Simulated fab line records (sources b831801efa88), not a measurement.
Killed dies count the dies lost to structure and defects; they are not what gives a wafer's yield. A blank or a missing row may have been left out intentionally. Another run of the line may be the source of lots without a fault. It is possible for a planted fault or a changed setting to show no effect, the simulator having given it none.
2 desks, one fault -- flow gf180mcu -- only its own numbers are on each desk; what lay behind them is given at the end

THE METROLOGY DESK
Lot by lot, what the gauges showed, no matter which tool ran the lot: averages of those sampled wafers that carry a number. Marked OUT: a lot whose mean sits more than 4 standard deviations from the usual mean, which makes it out of limits; the brackets give that distance.
Columns: A = PASSIVATION_BOW at GF_PASSIVATION_BOW_MEAS_14, usual 137 um
lot,first seen here,A
L580,day 29 03:14,144
L581,day 29 09:07,128
L582,day 29 12:32,125
L586,day 30 23:45,140
L585,day 31 01:05,130
L588,day 31 10:03,146
L589,day 31 22:50,138
L591,day 32 03:14,129
L593,day 32 08:55,146
L597,day 34 00:32,130
L598,day 34 00:50,144
L601,day 34 22:51,142
L603,day 35 01:51,143
This desk found nothing out of limits on any of the 13 lots.

THE TOOL OWNER'S DESK: plasma asher-01
The tool's own readings at GF_MVSD_STRIP_10 (strips in O2/N2): means of the sampled wafers that have a number, for each lot that ran on this tool. Marked OUT: a lot whose mean sits more than 4 standard deviations from the usual mean, which makes it out of limits; the brackets give that distance.
Columns: A = drypump motor current A at GF_MVSD_STRIP_10, usual 5.7 A; B = heater power w at GF_MVSD_STRIP_10, usual 336 W; C = oes product au at GF_MVSD_STRIP_10, usual 0.723 a.u.; D = strip time to endpoint s at GF_MVSD_STRIP_10, usual 36.98 s
lot,first seen here,A,B,C,D
L585,day 6 04:36,5.8,347,0.725,37.09
L589,day 6 20:37,5.8,350,0.725,36.89
L593,day 7 10:13,5.9,340,0.725,36.93
L597,day 8 14:01,5.9,337,0.721,37.10
L598,day 8 16:58,5.8,346,0.727,36.97
This desk found nothing out of limits on any of the 5 lots.

BROUGHT TOGETHER
The metrology desk saw nothing out of limits.
Nothing out of limits was seen by the tool owner's desk.

WHAT THE SIMULATOR HAD PUT IN
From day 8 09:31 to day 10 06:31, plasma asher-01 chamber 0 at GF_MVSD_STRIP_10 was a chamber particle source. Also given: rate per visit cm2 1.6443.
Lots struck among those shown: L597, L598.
